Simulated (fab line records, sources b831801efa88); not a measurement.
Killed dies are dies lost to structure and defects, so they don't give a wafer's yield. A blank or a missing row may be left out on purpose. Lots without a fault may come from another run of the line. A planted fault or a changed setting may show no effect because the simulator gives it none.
fab line records || flow gf180mcu
record {"lots": 13, "wafers": 39, "last-day": 34}
route steps=602 shown STI@28 CONTACT@310 V1@350 M2@362
lots that met no fault: from a run of the same line without faults
start-h: start of the lot's first displayed wafer, in hours after the record's first day || wait-h: hours from the lot's prior step to this one || " unchanged from the row above || L1.1+2: several wafers, shown together as one row || - no value, or no start given || * or withheld: withheld || < > ~ a bound
route shown NAME@n: NAME is a module with steps in the file, n the number in the route of the first one || usual: average and standard deviation across the fault-free wafers || same: alike in all rows || chamber/n: place in a boat || sites: per-site readings || _std_site: how widely they spread, as a standard deviation || _edge_site: inner sites' mean taken away from outer sites' mean || radius-mm: for every site, how far away it sits from the centre of the wafer || mask NAME#n: copy n || behind: tool/chamber where the wafer was last shaped || hold: cause of the lot's hold/its duration in hours/its outcome || device: which transistor (n, p or np) failed to switch || end of line: tests run on the same wafers once the route is complete || step lacking rows: just its recipe || killed: dies that structure and defects cost at the first sort, which is not the same as the wafer's yield || map: per-die view of a wafer (x killed, . not killed, _ where there is no die)
set.NAME: the setting as run; set.NAME@STEP: as run at that earlier step || model.NAME: the simulator's own value behind a step, which no gauge read
the route's steps for a sample of lots (tables are steps, rows are wafers)
services: a tool's chamber out of use, with start hour (start-h, from the record's first day; less than 0 if before it), hours out, and reason
## steps
# step GF_STI_WET_ETCH_27
# recipe {"chemistry": "H3PO4", "target-depth-nm": 160, "target": "Si3N4", "temp-c": 160, "time-s": 1825}
# usual {"run-length-s": "1854/3.6"}
{"lot.wafer": "L203.1", "tool": "wet-bench-04", "chamber": 3, "start-h": 30.87, "wait-h": 0.0, "run-length-s": 1852}
{"lot.wafer": "L203.2", "tool": "wet-bench-04", "chamber": 3, "start-h": 30.87, "wait-h": 0.0, "run-length-s": 1852}
{"lot.wafer": "L203.5", "tool": "wet-bench-04", "chamber": 3, "start-h": 30.87, "wait-h": 0.0, "run-length-s": 1852}
{"lot.wafer": "L204.1", "tool": "wet-bench-01", "chamber": 2, "start-h": 33.39, "wait-h": 0.0, "run-length-s": 1850}
{"lot.wafer": "L204.4", "tool": "wet-bench-01", "chamber": 2, "start-h": 33.39, "wait-h": 0.0, "run-length-s": 1850}
{"lot.wafer": "L204.6", "tool": "wet-bench-01", "chamber": 2, "start-h": 33.39, "wait-h": 0.0, "run-length-s": 1850}
{"lot.wafer": "L205.3", "tool": "wet-bench-04", "chamber": 0, "start-h": 37.59, "wait-h": 0.0, "run-length-s": 1850}
{"lot.wafer": "L205.4", "tool": "wet-bench-04", "chamber": 0, "start-h": 37.59, "wait-h": 0.0, "run-length-s": 1850}
{"lot.wafer": "L205.5", "tool": "wet-bench-04", "chamber": 0, "start-h": 37.59, "wait-h": 0.0, "run-length-s": 1850}
{"lot.wafer": "L206.3", "tool": "wet-bench-04", "chamber": 0, "start-h": 44.27, "wait-h": 0.0, "run-length-s": 1850}
{"lot.wafer": "L206.5", "tool": "wet-bench-04", "chamber": 0, "start-h": 44.27, "wait-h": 0.0, "run-length-s": 1850}
{"lot.wafer": "L206.6", "tool": "wet-bench-04", "chamber": 0, "start-h": 44.27, "wait-h": 0.0, "run-length-s": 1850}
{"lot.wafer": "L207.1", "tool": "wet-bench-01", "chamber": 0, "start-h": 50.34, "wait-h": 0.0, "run-length-s": 1852}
{"lot.wafer": "L207.5", "tool": "wet-bench-01", "chamber": 0, "start-h": 50.34, "wait-h": 0.0, "run-length-s": 1852}
{"lot.wafer": "L207.6", "tool": "wet-bench-01", "chamber": 0, "start-h": 50.34, "wait-h": 0.0, "run-length-s": 1852}
{"lot.wafer": "L208.2", "tool": "wet-bench-03", "chamber": 3, "start-h": 57.01, "wait-h": 0.0, "run-length-s": 1851}
{"lot.wafer": "L208.4", "tool": "wet-bench-03", "chamber": 3, "start-h": 57.01, "wait-h": 0.0, "run-length-s": 1851}
{"lot.wafer": "L208.5", "tool": "wet-bench-03", "chamber": 3, "start-h": 57.01, "wait-h": 0.0, "run-length-s": 1851}
{"lot.wafer": "L209.2", "tool": "wet-bench-03", "chamber": 1, "start-h": 59.51, "wait-h": 0.0, "run-length-s": 1850}
{"lot.wafer": "L209.4", "tool": "wet-bench-03", "chamber": 1, "start-h": 59.51, "wait-h": 0.0, "run-length-s": 1850}
{"lot.wafer": "L209.5", "tool": "wet-bench-03", "chamber": 1, "start-h": 59.51, "wait-h": 0.0, "run-length-s": 1850}
{"lot.wafer": "L210.3", "tool": "wet-bench-01", "chamber": 3, "start-h": 67.44, "wait-h": 0.0, "run-length-s": 1851}
{"lot.wafer": "L210.4", "tool": "wet-bench-01", "chamber": 3, "start-h": 67.44, "wait-h": 0.0, "run-length-s": 1851}
{"lot.wafer": "L210.5", "tool": "wet-bench-01", "chamber": 3, "start-h": 67.44, "wait-h": 0.0, "run-length-s": 1851}
{"lot.wafer": "L215.2", "tool": "wet-bench-03", "chamber": 1, "start-h": 89.82, "wait-h": 0.0, "run-length-s": 1850}
{"lot.wafer": "L215.4", "tool": "wet-bench-03", "chamber": 1, "start-h": 89.82, "wait-h": 0.0, "run-length-s": 1850}
{"lot.wafer": "L215.6", "tool": "wet-bench-03", "chamber": 1, "start-h": 89.82, "wait-h": 0.0, "run-length-s": 1850}
{"lot.wafer": "L216.2", "tool": "wet-bench-01", "chamber": 2, "start-h": 95.25, "wait-h": 0.0, "run-length-s": 1724}
{"lot.wafer": "L216.4", "tool": "wet-bench-01", "chamber": 2, "start-h": 95.25, "wait-h": 0.0, "run-length-s": 1724}
{"lot.wafer": "L216.5", "tool": "wet-bench-01", "chamber": 2, "start-h": 95.25, "wait-h": 0.0, "run-length-s": 1724}
{"lot.wafer": "L220.3", "tool": "wet-bench-04", "chamber": 2, "start-h": 116.57, "wait-h": 0.0, "run-length-s": 1859}
{"lot.wafer": "L220.4", "tool": "wet-bench-04", "chamber": 2, "start-h": 116.57, "wait-h": 0.0, "run-length-s": 1859}
{"lot.wafer": "L220.5", "tool": "wet-bench-04", "chamber": 2, "start-h": 116.57, "wait-h": 0.0, "run-length-s": 1859}
{"lot.wafer": "L225.1", "tool": "wet-bench-03", "chamber": 0, "start-h": 145.03, "wait-h": 0.0, "run-length-s": 1858}
{"lot.wafer": "L225.5", "tool": "wet-bench-03", "chamber": 0, "start-h": 145.03, "wait-h": 0.0, "run-length-s": 1858}
{"lot.wafer": "L225.6", "tool": "wet-bench-03", "chamber": 0, "start-h": 145.03, "wait-h": 0.0, "run-length-s": 1858}
{"lot.wafer": "L226.1", "tool": "wet-bench-04", "chamber": 3, "start-h": 151.30, "wait-h": 0.0, "run-length-s": 1859}
{"lot.wafer": "L226.3", "tool": "wet-bench-04", "chamber": 3, "start-h": 151.30, "wait-h": 0.0, "run-length-s": 1859}
{"lot.wafer": "L226.4", "tool": "wet-bench-04", "chamber": 3, "start-h": 151.30, "wait-h": 0.0, "run-length-s": 1859}
# step GF_CONTACT_SPUTTER_23
# recipe {"material": "TiN", "target-thk-nm": 10, "chamber-pressure-pa": 5, "power-w": 4000, "time-s": 40}
# usual {"throttle-valve-pct": "29.8/1"}
{"lot.wafer": "L203.1", "tool": "pvd-sputter-04", "chamber": "-", "start-h": 363.20, "wait-h": 0.0, "throttle-valve-pct": 30.7}
{"lot.wafer": "L203.2", "tool": "pvd-sputter-04", "chamber": "-", "start-h": 363.20, "wait-h": 0.0, "throttle-valve-pct": 30.2}
{"lot.wafer": "L203.5", "tool": "pvd-sputter-04", "chamber": "-", "start-h": 363.20, "wait-h": 0.0, "throttle-valve-pct": 30.7}
{"lot.wafer": "L204.1", "tool": "pvd-sputter-02", "chamber": "-", "start-h": 368.54, "wait-h": 0.0, "throttle-valve-pct": 31.3}
{"lot.wafer": "L204.4", "tool": "pvd-sputter-02", "chamber": "-", "start-h": 368.54, "wait-h": 0.0, "throttle-valve-pct": 29.5}
{"lot.wafer": "L204.6", "tool": "pvd-sputter-02", "chamber": "-", "start-h": 368.54, "wait-h": 0.0, "throttle-valve-pct": 29.6}
{"lot.wafer": "L205.3", "tool": "pvd-sputter-01", "chamber": "-", "start-h": 372.62, "wait-h": 0.0, "throttle-valve-pct": 28.7}
{"lot.wafer": "L205.4", "tool": "pvd-sputter-01", "chamber": "-", "start-h": 372.62, "wait-h": 0.0, "throttle-valve-pct": 28.7}
{"lot.wafer": "L205.5", "tool": "pvd-sputter-01", "chamber": "-", "start-h": 372.62, "wait-h": 0.0, "throttle-valve-pct": 30.3}
{"lot.wafer": "L206.3", "tool": "pvd-sputter-02", "chamber": "-", "start-h": 388.02, "wait-h": 0.0, "throttle-valve-pct": 30.0}
{"lot.wafer": "L206.5", "tool": "pvd-sputter-02", "chamber": "-", "start-h": 388.02, "wait-h": 0.0, "throttle-valve-pct": 31.4}
{"lot.wafer": "L206.6", "tool": "pvd-sputter-02", "chamber": "-", "start-h": 388.02, "wait-h": 0.0, "throttle-valve-pct": 30.1}
{"lot.wafer": "L207.1", "tool": "pvd-sputter-02", "chamber": "-", "start-h": 400.44, "wait-h": 0.0, "throttle-valve-pct": 29.5}
{"lot.wafer": "L207.5", "tool": "pvd-sputter-02", "chamber": "-", "start-h": 400.44, "wait-h": 0.0, "throttle-valve-pct": 29.5}
{"lot.wafer": "L207.6", "tool": "pvd-sputter-02", "chamber": "-", "start-h": 400.44, "wait-h": 0.0, "throttle-valve-pct": 30.2}
{"lot.wafer": "L208.2", "tool": "pvd-sputter-01", "chamber": "-", "start-h": 407.62, "wait-h": 0.0, "throttle-valve-pct": 30.5}
{"lot.wafer": "L208.4", "tool": "pvd-sputter-01", "chamber": "-", "start-h": 407.62, "wait-h": 0.0, "throttle-valve-pct": 28.6}
{"lot.wafer": "L208.5", "tool": "pvd-sputter-01", "chamber": "-", "start-h": 407.62, "wait-h": 0.0, "throttle-valve-pct": 28.7}
{"lot.wafer": "L209.2", "tool": "pvd-sputter-04", "chamber": "-", "start-h": 412.55, "wait-h": 0.0, "throttle-valve-pct": 30.8}
{"lot.wafer": "L209.4", "tool": "pvd-sputter-04", "chamber": "-", "start-h": 412.55, "wait-h": 0.0, "throttle-valve-pct": 30.7}
{"lot.wafer": "L209.5", "tool": "pvd-sputter-04", "chamber": "-", "start-h": 412.55, "wait-h": 0.0, "throttle-valve-pct": 29.7}
{"lot.wafer": "L210.3", "tool": "pvd-sputter-01", "chamber": "-", "start-h": 428.29, "wait-h": 0.0, "throttle-valve-pct": 27.6}
{"lot.wafer": "L210.4", "tool": "pvd-sputter-01", "chamber": "-", "start-h": 428.29, "wait-h": 0.0, "throttle-valve-pct": 28.8}
{"lot.wafer": "L210.5", "tool": "pvd-sputter-01", "chamber": "-", "start-h": 428.29, "wait-h": 0.0, "throttle-valve-pct": 30.6}
{"lot.wafer": "L215.2", "tool": "pvd-sputter-02", "chamber": "-", "start-h": 470.94, "wait-h": 0.0, "throttle-valve-pct": 31.2}
{"lot.wafer": "L215.4", "tool": "pvd-sputter-02", "chamber": "-", "start-h": 470.94, "wait-h": 0.0, "throttle-valve-pct": 29.7}
{"lot.wafer": "L215.6", "tool": "pvd-sputter-02", "chamber": "-", "start-h": 470.94, "wait-h": 0.0, "throttle-valve-pct": 29.8}
{"lot.wafer": "L216.2", "tool": "pvd-sputter-01", "chamber": "-", "start-h": 480.02, "wait-h": 0.0, "throttle-valve-pct": 27.2}
{"lot.wafer": "L216.4", "tool": "pvd-sputter-01", "chamber": "-", "start-h": 480.02, "wait-h": 0.0, "throttle-valve-pct": 28.5}
{"lot.wafer": "L216.5", "tool": "pvd-sputter-01", "chamber": "-", "start-h": 480.02, "wait-h": 0.0, "throttle-valve-pct": 30.4}
{"lot.wafer": "L220.3", "tool": "pvd-sputter-04", "chamber": "-", "start-h": 512.88, "wait-h": 0.0, "throttle-valve-pct": 30.9}
{"lot.wafer": "L220.4", "tool": "pvd-sputter-04", "chamber": "-", "start-h": 512.88, "wait-h": 0.0, "throttle-valve-pct": 30.8}
{"lot.wafer": "L220.5", "tool": "pvd-sputter-04", "chamber": "-", "start-h": 512.88, "wait-h": 0.0, "throttle-valve-pct": 30.9}
{"lot.wafer": "L225.1", "tool": "pvd-sputter-01", "chamber": "-", "start-h": 555.03, "wait-h": 0.0, "throttle-valve-pct": 27.7}
{"lot.wafer": "L225.5", "tool": "pvd-sputter-01", "chamber": "-", "start-h": 555.03, "wait-h": 0.0, "throttle-valve-pct": 28.7}
{"lot.wafer": "L225.6", "tool": "pvd-sputter-01", "chamber": "-", "start-h": 555.03, "wait-h": 0.0, "throttle-valve-pct": 28.8}
{"lot.wafer": "L226.1", "tool": "pvd-sputter-02", "chamber": "-", "start-h": 561.39, "wait-h": 0.0, "throttle-valve-pct": 29.6}
{"lot.wafer": "L226.3", "tool": "pvd-sputter-02", "chamber": "-", "start-h": 561.39, "wait-h": 0.0, "throttle-valve-pct": 30.2}
{"lot.wafer": "L226.4", "tool": "pvd-sputter-02", "chamber": "-", "start-h": 561.39, "wait-h": 0.0, "throttle-valve-pct": 31.2}
# step GF_V1_OVL_MEAS_15
# usual {"V1_OVL": "2/5.6"}
{"lot.wafer": "L203.1", "tool": "overlay-01", "chamber": "-", "start-h": 411.40, "wait-h": 0.1, "V1_OVL[nm]": -4}
{"lot.wafer": "L203.2", "tool": "overlay-01", "chamber": "-", "start-h": 411.40, "wait-h": 0.1, "V1_OVL[nm]": -9}
{"lot.wafer": "L203.5", "tool": "overlay-01", "chamber": "-", "start-h": 411.40, "wait-h": 0.1, "V1_OVL[nm]": -12}
{"lot.wafer": "L204.1", "tool": "overlay-01", "chamber": "-", "start-h": 415.75, "wait-h": 0.1, "V1_OVL[nm]": -4}
{"lot.wafer": "L204.4", "tool": "overlay-01", "chamber": "-", "start-h": 415.75, "wait-h": 0.1, "V1_OVL[nm]": -7}
{"lot.wafer": "L204.6", "tool": "overlay-01", "chamber": "-", "start-h": 415.75, "wait-h": 0.1, "V1_OVL[nm]": -8}
{"lot.wafer": "L205.3", "tool": "overlay-02", "chamber": "-", "start-h": 421.82, "wait-h": 0.1, "V1_OVL[nm]": 3}
{"lot.wafer": "L205.4", "tool": "overlay-02", "chamber": "-", "start-h": 421.82, "wait-h": 0.1, "V1_OVL[nm]": 1}
{"lot.wafer": "L205.5", "tool": "overlay-02", "chamber": "-", "start-h": 421.82, "wait-h": 0.1, "V1_OVL[nm]": -5}
{"lot.wafer": "L206.3", "tool": "overlay-01", "chamber": "-", "start-h": 438.27, "wait-h": 0.1, "V1_OVL[nm]": 0}
{"lot.wafer": "L206.5", "tool": "overlay-01", "chamber": "-", "start-h": 438.27, "wait-h": 0.1, "V1_OVL[nm]": -4}
{"lot.wafer": "L206.6", "tool": "overlay-01", "chamber": "-", "start-h": 438.27, "wait-h": 0.1, "V1_OVL[nm]": 3}
{"lot.wafer": "L207.1", "tool": "overlay-02", "chamber": "-", "start-h": 450.70, "wait-h": 0.1, "V1_OVL[nm]": 0}
{"lot.wafer": "L207.5", "tool": "overlay-02", "chamber": "-", "start-h": 450.70, "wait-h": 0.1, "V1_OVL[nm]": -5}
{"lot.wafer": "L207.6", "tool": "overlay-02", "chamber": "-", "start-h": 450.70, "wait-h": 0.1, "V1_OVL[nm]": 6}
{"lot.wafer": "L208.2", "tool": "overlay-01", "chamber": "-", "start-h": 457.88, "wait-h": 0.1, "V1_OVL[nm]": 2}
{"lot.wafer": "L208.4", "tool": "overlay-01", "chamber": "-", "start-h": 457.88, "wait-h": 0.1, "V1_OVL[nm]": 10}
{"lot.wafer": "L208.5", "tool": "overlay-01", "chamber": "-", "start-h": 457.88, "wait-h": 0.1, "V1_OVL[nm]": 12}
{"lot.wafer": "L209.2", "tool": "overlay-01", "chamber": "-", "start-h": 463.33, "wait-h": 0.1, "V1_OVL[nm]": 7}
{"lot.wafer": "L209.4", "tool": "overlay-01", "chamber": "-", "start-h": 463.33, "wait-h": 0.1, "V1_OVL[nm]": 4}
{"lot.wafer": "L209.5", "tool": "overlay-01", "chamber": "-", "start-h": 463.33, "wait-h": 0.1, "V1_OVL[nm]": 3}
{"lot.wafer": "L210.3", "tool": "overlay-02", "chamber": "-", "start-h": 486.09, "wait-h": 0.1, "V1_OVL[nm]": 2}
{"lot.wafer": "L210.4", "tool": "overlay-02", "chamber": "-", "start-h": 486.09, "wait-h": 0.1, "V1_OVL[nm]": 5}
{"lot.wafer": "L210.5", "tool": "overlay-02", "chamber": "-", "start-h": 486.09, "wait-h": 0.1, "V1_OVL[nm]": 0}
{"lot.wafer": "L215.2", "tool": "overlay-01", "chamber": "-", "start-h": 521.18, "wait-h": 0.1, "V1_OVL[nm]": -5}
{"lot.wafer": "L215.4", "tool": "overlay-01", "chamber": "-", "start-h": 521.18, "wait-h": 0.1, "V1_OVL[nm]": 5}
{"lot.wafer": "L215.6", "tool": "overlay-01", "chamber": "-", "start-h": 521.18, "wait-h": 0.1, "V1_OVL[nm]": -2}
{"lot.wafer": "L216.2", "tool": "overlay-02", "chamber": "-", "start-h": 528.96, "wait-h": 0.1, "V1_OVL[nm]": 10}
{"lot.wafer": "L216.4", "tool": "overlay-02", "chamber": "-", "start-h": 528.96, "wait-h": 0.1, "V1_OVL[nm]": 6}
{"lot.wafer": "L216.5", "tool": "overlay-02", "chamber": "-", "start-h": 528.96, "wait-h": 0.1, "V1_OVL[nm]": 6}
{"lot.wafer": "L220.3", "tool": "overlay-01", "chamber": "-", "start-h": 560.69, "wait-h": 0.1, "V1_OVL[nm]": 8}
{"lot.wafer": "L220.4", "tool": "overlay-01", "chamber": "-", "start-h": 560.69, "wait-h": 0.1, "V1_OVL[nm]": -8}
{"lot.wafer": "L220.5", "tool": "overlay-01", "chamber": "-", "start-h": 560.69, "wait-h": 0.1, "V1_OVL[nm]": 5}
{"lot.wafer": "L225.1", "tool": "overlay-02", "chamber": "-", "start-h": 600.36, "wait-h": 0.1, "V1_OVL[nm]": -2}
{"lot.wafer": "L225.5", "tool": "overlay-02", "chamber": "-", "start-h": 600.36, "wait-h": 0.1, "V1_OVL[nm]": -4}
{"lot.wafer": "L225.6", "tool": "overlay-02", "chamber": "-", "start-h": 600.36, "wait-h": 0.1, "V1_OVL[nm]": -2}
{"lot.wafer": "L226.1", "tool": "overlay-02", "chamber": "-", "start-h": 605.64, "wait-h": 0.1, "V1_OVL[nm]": -3}
{"lot.wafer": "L226.3", "tool": "overlay-02", "chamber": "-", "start-h": 605.64, "wait-h": 0.1, "V1_OVL[nm]": -1}
{"lot.wafer": "L226.4", "tool": "overlay-02", "chamber": "-", "start-h": 605.64, "wait-h": 0.1, "V1_OVL[nm]": -3}
# step GF_M2_SPUTTER_00
# recipe {"material": "Ti", "target-thk-nm": 37.5, "arriving-ion-energy-ev": 80, "substrate-temp-c": 200, "chamber-pressure-pa": 2, "power-w": 4000, "time-s": 150}
# usual {"throttle-valve-pct": "29.5/1.2"}
{"lot.wafer": "L203.1", "tool": "pvd-sputter-03", "chamber": "-", "start-h": 412.88, "wait-h": 0.2, "throttle-valve-pct": 30.0}
{"lot.wafer": "L203.2", "tool": "pvd-sputter-03", "chamber": "-", "start-h": 412.88, "wait-h": 0.2, "throttle-valve-pct": 28.0}
{"lot.wafer": "L203.5", "tool": "pvd-sputter-03", "chamber": "-", "start-h": 412.88, "wait-h": 0.2, "throttle-valve-pct": 29.5}
{"lot.wafer": "L204.1", "tool": "pvd-sputter-01", "chamber": "-", "start-h": 417.14, "wait-h": 0.2, "throttle-valve-pct": 27.7}
{"lot.wafer": "L204.4", "tool": "pvd-sputter-01", "chamber": "-", "start-h": 417.14, "wait-h": 0.2, "throttle-valve-pct": 30.5}
{"lot.wafer": "L204.6", "tool": "pvd-sputter-01", "chamber": "-", "start-h": 417.14, "wait-h": 0.2, "throttle-valve-pct": 27.9}
{"lot.wafer": "L205.3", "tool": "pvd-sputter-01", "chamber": "-", "start-h": 423.23, "wait-h": 0.1, "throttle-valve-pct": 27.6}
{"lot.wafer": "L205.4", "tool": "pvd-sputter-01", "chamber": "-", "start-h": 423.23, "wait-h": 0.1, "throttle-valve-pct": 27.6}
{"lot.wafer": "L205.5", "tool": "pvd-sputter-01", "chamber": "-", "start-h": 423.23, "wait-h": 0.1, "throttle-valve-pct": 28.5}
{"lot.wafer": "L206.3", "tool": "pvd-sputter-01", "chamber": "-", "start-h": 439.65, "wait-h": 0.2, "throttle-valve-pct": 28.7}
{"lot.wafer": "L206.5", "tool": "pvd-sputter-01", "chamber": "-", "start-h": 439.65, "wait-h": 0.2, "throttle-valve-pct": 28.5}
{"lot.wafer": "L206.6", "tool": "pvd-sputter-01", "chamber": "-", "start-h": 439.65, "wait-h": 0.2, "throttle-valve-pct": 30.1}
{"lot.wafer": "L207.1", "tool": "pvd-sputter-03", "chamber": "-", "start-h": 452.43, "wait-h": 0.2, "throttle-valve-pct": 28.2}
{"lot.wafer": "L207.5", "tool": "pvd-sputter-03", "chamber": "-", "start-h": 452.43, "wait-h": 0.2, "throttle-valve-pct": 28.5}
{"lot.wafer": "L207.6", "tool": "pvd-sputter-03", "chamber": "-", "start-h": 452.43, "wait-h": 0.2, "throttle-valve-pct": 31.4}
{"lot.wafer": "L208.2", "tool": "pvd-sputter-04", "chamber": "-", "start-h": 459.61, "wait-h": 0.1, "throttle-valve-pct": 29.8}
{"lot.wafer": "L208.4", "tool": "pvd-sputter-04", "chamber": "-", "start-h": 459.61, "wait-h": 0.1, "throttle-valve-pct": 30.1}
{"lot.wafer": "L208.5", "tool": "pvd-sputter-04", "chamber": "-", "start-h": 459.61, "wait-h": 0.1, "throttle-valve-pct": 29.5}
{"lot.wafer": "L209.2", "tool": "pvd-sputter-04", "chamber": "-", "start-h": 464.72, "wait-h": 0.1, "throttle-valve-pct": 30.6}
{"lot.wafer": "L209.4", "tool": "pvd-sputter-04", "chamber": "-", "start-h": 464.72, "wait-h": 0.1, "throttle-valve-pct": 29.8}
{"lot.wafer": "L209.5", "tool": "pvd-sputter-04", "chamber": "-", "start-h": 464.72, "wait-h": 0.1, "throttle-valve-pct": 30.9}
{"lot.wafer": "L210.3", "tool": "pvd-sputter-03", "chamber": "-", "start-h": 487.50, "wait-h": 0.2, "throttle-valve-pct": 31.5}
{"lot.wafer": "L210.4", "tool": "pvd-sputter-03", "chamber": "-", "start-h": 487.50, "wait-h": 0.2, "throttle-valve-pct": 28.2}
{"lot.wafer": "L210.5", "tool": "pvd-sputter-03", "chamber": "-", "start-h": 487.50, "wait-h": 0.2, "throttle-valve-pct": 31.3}
{"lot.wafer": "L215.2", "tool": "pvd-sputter-04", "chamber": "-", "start-h": 522.57, "wait-h": 0.2, "throttle-valve-pct": 30.2}
{"lot.wafer": "L215.4", "tool": "pvd-sputter-04", "chamber": "-", "start-h": 522.57, "wait-h": 0.2, "throttle-valve-pct": 30.8}
{"lot.wafer": "L215.6", "tool": "pvd-sputter-04", "chamber": "-", "start-h": 522.57, "wait-h": 0.2, "throttle-valve-pct": 30.9}
{"lot.wafer": "L216.2", "tool": "pvd-sputter-04", "chamber": "-", "start-h": 530.38, "wait-h": 0.1, "throttle-valve-pct": 30.8}
{"lot.wafer": "L216.4", "tool": "pvd-sputter-04", "chamber": "-", "start-h": 530.38, "wait-h": 0.1, "throttle-valve-pct": 29.7}
{"lot.wafer": "L216.5", "tool": "pvd-sputter-04", "chamber": "-", "start-h": 530.38, "wait-h": 0.1, "throttle-valve-pct": 29.6}
{"lot.wafer": "L220.3", "tool": "pvd-sputter-03", "chamber": "-", "start-h": 562.07, "wait-h": 0.1, "throttle-valve-pct": 29.5}
{"lot.wafer": "L220.4", "tool": "pvd-sputter-03", "chamber": "-", "start-h": 562.07, "wait-h": 0.1, "throttle-valve-pct": 30.2}
{"lot.wafer": "L220.5", "tool": "pvd-sputter-03", "chamber": "-", "start-h": 562.07, "wait-h": 0.1, "throttle-valve-pct": 30.2}
{"lot.wafer": "L225.1", "tool": "pvd-sputter-01", "chamber": "-", "start-h": 601.80, "wait-h": 0.2, "throttle-valve-pct": 28.9}
{"lot.wafer": "L225.5", "tool": "pvd-sputter-01", "chamber": "-", "start-h": 601.80, "wait-h": 0.2, "throttle-valve-pct": 27.6}
{"lot.wafer": "L225.6", "tool": "pvd-sputter-01", "chamber": "-", "start-h": 601.80, "wait-h": 0.2, "throttle-valve-pct": 30.5}
{"lot.wafer": "L226.1", "tool": "pvd-sputter-03", "chamber": "-", "start-h": 607.03, "wait-h": 0.1, "throttle-valve-pct": 28.2}
{"lot.wafer": "L226.3", "tool": "pvd-sputter-03", "chamber": "-", "start-h": 607.03, "wait-h": 0.1, "throttle-valve-pct": 30.0}
{"lot.wafer": "L226.4", "tool": "pvd-sputter-03", "chamber": "-", "start-h": 607.03, "wait-h": 0.1, "throttle-valve-pct": 29.6}
## services
{"tool": "pvd-sputter-01", "chamber": "-", "start-h": 67.07, "hours": 5.4, "kind": "repair"}
{"tool": "pvd-sputter-03", "chamber": "-", "start-h": 92.07, "hours": 3.0, "kind": "repair"}
{"tool": "pvd-sputter-02", "chamber": "-", "start-h": 114.63, "hours": 0.9, "kind": "repair"}
{"tool": "pvd-sputter-02", "chamber": "-", "start-h": 152.26, "hours": 5.5, "kind": "repair"}
{"tool": "pvd-sputter-02", "chamber": "-", "start-h": 171.05, "hours": 4.2, "kind": "repair"}
{"tool": "pvd-sputter-02", "chamber": "-", "start-h": 181.68, "hours": 0.5, "kind": "repair"}
{"tool": "pvd-sputter-01", "chamber": "-", "start-h": 199.30, "hours": 0.7, "kind": "repair"}
{"tool": "pvd-sputter-02", "chamber": "-", "start-h": 231.99, "hours": 1.2, "kind": "repair"}
{"tool": "pvd-sputter-04", "chamber": "-", "start-h": 268.38, "hours": 1.9, "kind": "repair"}
{"tool": "pvd-sputter-03", "chamber": "-", "start-h": 307.07, "hours": 7.9, "kind": "repair"}
{"tool": "pvd-sputter-03", "chamber": "-", "start-h": 310.84, "hours": 2.0, "kind": "repair"}
{"tool": "wet-bench-04", "chamber": "-", "start-h": 321.98, "hours": 1.9, "kind": "pm"}
{"tool": "pvd-sputter-03", "chamber": "-", "start-h": 393.39, "hours": 8.6, "kind": "repair"}
{"tool": "pvd-sputter-01", "chamber": "-", "start-h": 401.74, "hours": 0.9, "kind": "repair"}
{"tool": "pvd-sputter-03", "chamber": "-", "start-h": 402.74, "hours": 4.4, "kind": "repair"}
{"tool": "pvd-sputter-02", "chamber": "-", "start-h": 420.35, "hours": 2.8, "kind": "repair"}
{"tool": "wet-bench-04", "chamber": "-", "start-h": 435.38, "hours": 0.7, "kind": "repair"}
{"tool": "pvd-sputter-02", "chamber": "-", "start-h": 477.57, "hours": 0.7, "kind": "repair"}
{"tool": "pvd-sputter-01", "chamber": "-", "start-h": 528.28, "hours": 6.5, "kind": "repair"}
{"tool": "pvd-sputter-04", "chamber": "-", "start-h": 544.21, "hours": 2.5, "kind": "repair"}
{"tool": "wet-bench-04", "chamber": "-", "start-h": 545.76, "hours": 5.4, "kind": "repair"}
{"tool": "pvd-sputter-03", "chamber": "-", "start-h": 546.44, "hours": 6.0, "kind": "repair"}
{"tool": "pvd-sputter-02", "chamber": "-", "start-h": 570.16, "hours": 2.9, "kind": "repair"}
{"tool": "pvd-sputter-02", "chamber": "-", "start-h": 584.92, "hours": 3.3, "kind": "repair"}
## key
first-sign {"step": "GF_STI_WET_ETCH_27", "reading": "run-length-s", "direction": "down", "sigmas": 36, "usual": "*", "struck": "*"}
effect none on later readings
met-at GF_STI_WET_ETCH_27
struck-lots L216
struck-wafers L216.2,L216.4,L216.5
tester-left-out L216
not-acting-at GF_CONTACT_SPUTTER_23,GF_V1_OVL_MEAS_15,GF_M2_SPUTTER_00
onset-between 33.39 95.25
fault {"kind": "process-parameter-drift", "tool": "wet-bench-01", "chamber": 2, "onset-h": 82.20, "steps": "GF_STI_WET_ETCH_27", "channel": "time-s", "offset": "*", "shape": "step", "end-h": 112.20, "acts-in": "*", "stated": "*"}
# tester-left-out: of these lots the tester's yield and bins aren't shown, on N5 and GAA mostly nor the transistor test; their killed dies are dies lost to structure and defects alone, not to doping, threshold or leakage, so they don't give the yield
